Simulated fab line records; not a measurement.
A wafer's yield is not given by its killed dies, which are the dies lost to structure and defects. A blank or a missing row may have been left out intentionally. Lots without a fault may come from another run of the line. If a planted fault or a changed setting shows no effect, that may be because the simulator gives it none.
Comparing a struck lot with a sound one	flow sky130	16 out of 708 route steps
Sound: these wafers, L208.1, L208.5, L208.6. The struck wafers were L199.1, L199.5, L199.6. The cause comes at the end.
For every step that has rows: the tool of each side, followed by ch and its chambers, followed by its first start. Under that, the readings that differ: sound wafers	struck wafers	difference of the means	sigmas: that difference in standard deviations of wafers without a fault.
alike: words and numbers the same on both sides, and readings whose means are apart by under 2 such deviations; not compared: readings that were withheld, readings missing a value for some wafer, numbers with overlapping values and no deviation given by the record, and bounds like >300 which may hide the same value.
The two part at a step that has a row with sigmas, a row that says differs or no value, or rows on one side only. When numbers do not overlap yet have no deviation, they are printed without sigmas and do not part them. A reading missing from all wafers of one side parts the sides only when that side holds two or more wafers.

SKY_GATE_OXIDE_TW_MEAS_14:
  struck on film_metro-04, day 16 13:10; sound on film_metro-03, day 19 18:53
  alike: GATE_OXIDE_TW
then, 3 steps without rows for these wafers: SKY_GATE_OXIDE_CLEAN_15 (cleans in SC1/SC2, time 150 s); SKY_GATE_OXIDE_OXIDATION_16 (stabilise 600 s, purge 300 s, target thk 3.57 nm); SKY_POLY_GATE_CVD_00 (deposits poly-Si, target thk 180 nm, time 720 s).
SKY_POLY_GATE_THK_MEAS_01:
  struck on film_metro-02, day 17 01:06; sound on film_metro-02, day 19 22:52
  alike: POLY_GATE_CVD_00_THK
then, 7 steps without rows for these wafers: SKY_RES_PROTECT_DEHYDRATE_00 (time 60 s); SKY_RES_PROTECT_HMDS_01 (prime time 60 s); SKY_RES_PROTECT_COAT_02 (resist thk 1140 nm); SKY_RES_PROTECT_SOFTBAKE_03 (time 60 s); SKY_RES_PROTECT_EXPOSE_04 (exposes mask RPM, target cd 1270 nm); SKY_RES_PROTECT_PEB_05; SKY_RES_PROTECT_DEVELOP_06 (develop time 60 s).
SKY_POLY_GATE_IMPLANT_02:
  sound on implanter-02 ch 0, day 21 04:53; struck on implanter-02 ch 0, day 18 04:04
reading	sound	struck	difference	sigmas
beam_on_s (s)	45 42 44	52 55 53	+10	+2
  alike: end_station_pressure_torr
SKY_RES_PROTECT_STRIP_07: strips in O2/N2.
  sound on plasma_asher-02 ch 0,1, day 21 05:02; struck on plasma_asher-02 ch 0,1, day 18 04:13
reading	sound	struck	difference	sigmas
oes_product_au (a.u.)	0.512 0.517 0.530	0.507 0.510 0.508	-0.011	-3
strip_time_to_endpoint_s (s)	23.28 23.25 23.28	24.22 24.18 24.19	+0.93	+26
  alike: drypump_motor_current_A
  not compared: rf_hours_counter_h
SKY_RES_PROTECT_TW_MEAS_08:
  struck on film_metro-04, day 18 04:19; sound on film_metro-04, day 21 05:08
  alike: POLY_GATE_TW
-- record jumps: 30 days separate the struck wafers' starts on either side; left off in module RES_PROTECT, taken up again in module PAD_OPEN, whose first shown step is the route's number 708 --
SKY_PAD_OPEN_PROBE_99:
  struck on prober-01, day 47 18:20; sound on prober-02, day 49 16:03
reading	sound	struck	difference	sigmas
model.etest.res_poly.line_ohm_um	504.4 497.8 506.6	438.8 446 458.7	-55.1	
model.etest.licon_poly.rc_ohm	145.9 152.2 155.4	115.7 126.5 124.3	-29.0	
model.etest.res_poly.rs_ohm_sq	47.77 48.16 48.33	40.39 40.95 42	-6.97	
  alike: killed_at_M0_to_M3, killed_at_M4_up, killed_at_contacts, killed_at_front_end, killed_at_other, killed_dies, killed_open, killed_short

## WHERE THEY PART
Last at SKY_RES_PROTECT_STRIP_07 as far as this record goes, first at SKY_POLY_GATE_IMPLANT_02. Later steps at which nothing parts them and some readings are alike: SKY_RES_PROTECT_TW_MEAS_08, SKY_PAD_OPEN_PROBE_99.

WHY: whatever the simulator had introduced
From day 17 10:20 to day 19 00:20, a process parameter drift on implanter-02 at SKY_POLY_GATE_IMPLANT_02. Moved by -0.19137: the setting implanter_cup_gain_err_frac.
